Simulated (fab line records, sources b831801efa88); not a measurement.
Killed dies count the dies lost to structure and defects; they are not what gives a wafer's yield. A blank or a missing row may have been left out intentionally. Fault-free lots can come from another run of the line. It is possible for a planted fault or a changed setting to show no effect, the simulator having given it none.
2 desks looking at one fault / flow sky130 / each desk holds nothing but its own numbers, with what lay behind them at the end

== FOR THE TOOL OWNER'S DESK: implanter-02 ==
For each lot that ran on this tool, the mean over its sampled wafers that have a number, from the tool's own readings at SKY_LDD_N_IMPLANT_15. The brackets show how far a lot's mean lies from the usual mean; more than 4 standard deviations puts the lot out of limits, marked OUT.
Columns: A = dose_ions_cm2 at SKY_LDD_N_IMPLANT_15, usual 5e+12; B = faraday_current_uA at SKY_LDD_N_IMPLANT_15, usual 28.2; C = tilt_deg at SKY_LDD_N_IMPLANT_15, usual 30.005 degrees
lot=L543; first seen here=day 20 09:37; A=5e+12; B=28.1; C=30.029
lot=L556; first seen here=day 24 08:20; A=4e+12 (-99 or more) OUT; B=20.7 (-13) OUT; C=30.031
lot=L558; first seen here=day 25 01:31; A=4e+12 (-99 or more) OUT; B=20.9 (-13) OUT; C=30.000
Finding of this desk: L556, L558 out of limits; the first was L556 at day 24 08:20, on dose_ions_cm2 at SKY_LDD_N_IMPLANT_15. In limits: L543.

== FROM THE METROLOGY DESK ==
What the gauges read for every lot (on any tool): the sampled wafers with a number, averaged. The brackets show how far a lot's mean lies from the usual mean; more than 4 standard deviations puts the lot out of limits, marked OUT.
Columns: A = LDD_N_OVL at SKY_LDD_N_OVL_MEAS_07, usual -0.5 nm
lot=L540; first seen here=day 19 01:13; A=-0.2
lot=L543; first seen here=day 20 08:31; A=-2.1
lot=L556; first seen here=day 24 07:16; A=-0.6
lot=L558; first seen here=day 25 00:25; A=-2.8
lot=L560; first seen here=day 25 22:10; A=-0.6
lot=L561; first seen here=day 26 04:34; A=-1.9
This desk's finding: nothing out of limits on any of the 6 lots.

== BROUGHT TOGETHER ==
On L556, L558, at day 24 08:20, an alarm was possible from the tool owner's desk.
Metrology desk: nothing out of limits seen.
The metrology desk holds a record of L556, L558, inside its limits.
On implanter-02, each named lot ran SKY_LDD_N_IMPLANT_15.

== WHAT THE SIMULATOR PUT IN ==
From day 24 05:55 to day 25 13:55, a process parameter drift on implanter-02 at SKY_LDD_N_IMPLANT_15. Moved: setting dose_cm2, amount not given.
Lots struck among those shown: L556, L558.
Time in hours from fault onset to the first out-of-limits reading at each desk: the tool owner's desk, 2.
